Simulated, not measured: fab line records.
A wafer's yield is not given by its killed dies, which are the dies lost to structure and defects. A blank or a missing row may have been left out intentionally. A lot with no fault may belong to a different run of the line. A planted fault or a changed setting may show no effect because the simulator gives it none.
Which tool was responsible? | flow sky130 | 33 wafers sampled from 11 lots at 1 step of a route of 708

WHAT THE GAUGES READ, wafer by wafer
SKY_VIA2_THK_MEAS_01.
lot  | measured     | on            | VIA2_HDPCVD_THK (nm)
L754 | day 34 23:37 | film-metro-02 | 1166 1156 1167
L755 | day 35 08:59 | film-metro-02 | 1194 1199 1169
L756 | day 35 16:15 | film-metro-02 | 1178 1175 1173
L762 | day 37 22:53 | film-metro-02 | 1169 1182 1172
L764 | day 38 14:35 | film-metro-02 | 1182 1170 1185
L770 | day 40 03:38 | film-metro-04 | 1174 1168 1172
L772 | day 40 16:38 | film-metro-02 | 1181 1184 1189
L773 | day 41 03:59 | film-metro-04 | 1190 1189 1195
L774 | day 41 09:55 | film-metro-02 | 1193 1178 1183
L775 | day 41 12:08 | film-metro-04 | 1195 1186 1187
L776 | day 41 17:53 | film-metro-03 | 1173 1172 1184

WHAT TOOL EACH LOT RAN ON (gives the tool, then ch and the chambers of the sampled wafers, and finally the start)
The record holds no process step before these readings.

THE ANSWER, worked out from the rows above alone
Rule: what is usual is taken from the lots themselves. Put in order of their means at a reading, lots are off if they are a third of the lots or fewer, leave a main group of 4 or more, and stand apart from it by a gap of 3 or more times the standard deviation of the main group's means; of several such gaps the widest counts. A main group is skipped when, at the precision printed for the reading in the tables above, its means are all equal. Also off: a lot with no number at a reading for which 4 or more lots have one. Any other lot the step has rows for is counted as sound.
None of the lots is off at any reading shown; this tells nothing.

WHAT THE SIMULATOR HAD INSERTED
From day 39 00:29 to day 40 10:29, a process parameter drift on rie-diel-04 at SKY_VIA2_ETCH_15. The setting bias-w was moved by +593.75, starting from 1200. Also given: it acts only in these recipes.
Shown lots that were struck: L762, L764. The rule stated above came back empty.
